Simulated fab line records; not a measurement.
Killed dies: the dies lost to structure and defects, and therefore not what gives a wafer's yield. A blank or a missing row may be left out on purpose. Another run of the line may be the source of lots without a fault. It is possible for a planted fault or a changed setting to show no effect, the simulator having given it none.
A single fault, viewed from 2 desks | flow sky130 | each desk has only its own numbers; what lay behind them comes last

AT THE METROLOGY DESK
Lot by lot, what the gauges showed, no matter which tool ran the lot: averages of those sampled wafers that carry a number. The brackets show how far a lot's mean lies from the usual mean; more than 4 standard deviations puts the lot out of limits, marked OUT.
Columns: A = CAPM_TIN_THK at SKY_CAPM_THK_MEAS_04, usual 200.6 nm; B = VIA3_W_RS at SKY_VIA3_RS_MEAS_22, usual 0.2932 ohm/sq
lot  | first seen here | A     | B
L682 | day 36 16:24    | 200.3 | 0.2900
L683 | day 37 00:44    | 198.5 | 0.2901
L684 | day 37 09:53    | 200.9 | 0.2935
L685 | day 38 01:37    | 202.6 | 0.2921
L686 | day 38 09:28    | 199.2 | 0.2931
L687 | day 38 14:21    | 197.4 | 0.2971
L696 | day 41 08:55    | 202.4 | 0.2921
L698 | day 41 14:44    | 198.7 | 0.2948
L699 | day 42 06:23    | 200.2 | 0.2950
L700 | day 42 12:08    | 202.7 | 0.2931
L701 | day 42 13:13    | 197.5 | 0.2920
Finding of this desk: none of the 11 lots has anything out of limits.

FOR THE TOOL OWNER'S DESK: rie-metal-03
The tool's own readings at SKY_METAL4_METAL_ETCH_18 (etches the open film in Cl2/BCl3, stops on SiO2, target depth 845 nm, time 183.1 s): means of the sampled wafers that have a number, for each lot that ran on this tool. The brackets show how far a lot's mean lies from the usual mean; more than 4 standard deviations puts the lot out of limits, marked OUT.
Columns: A = bias-w at SKY_METAL4_METAL_ETCH_18, usual 48.52 W; B = drypump-motor-current-A at SKY_METAL4_METAL_ETCH_18, usual 5.9 A; C = oes-product-au at SKY_METAL4_METAL_ETCH_18, usual 0.866 a.u.; D = throttle-valve-pct at SKY_METAL4_METAL_ETCH_18, usual 22.264 %
lot  | first seen here | A     | B   | C     | D
L696 | day 46 08:01    | 48.42 | 6.0 | 0.860 | 22.264
This desk's finding: nothing out of limits on the one lot.

ALL TOGETHER
At the metrology desk, nothing out of limits was observed.
The tool owner's desk saw nothing out of limits.

WHAT THE SIMULATOR PUT IN
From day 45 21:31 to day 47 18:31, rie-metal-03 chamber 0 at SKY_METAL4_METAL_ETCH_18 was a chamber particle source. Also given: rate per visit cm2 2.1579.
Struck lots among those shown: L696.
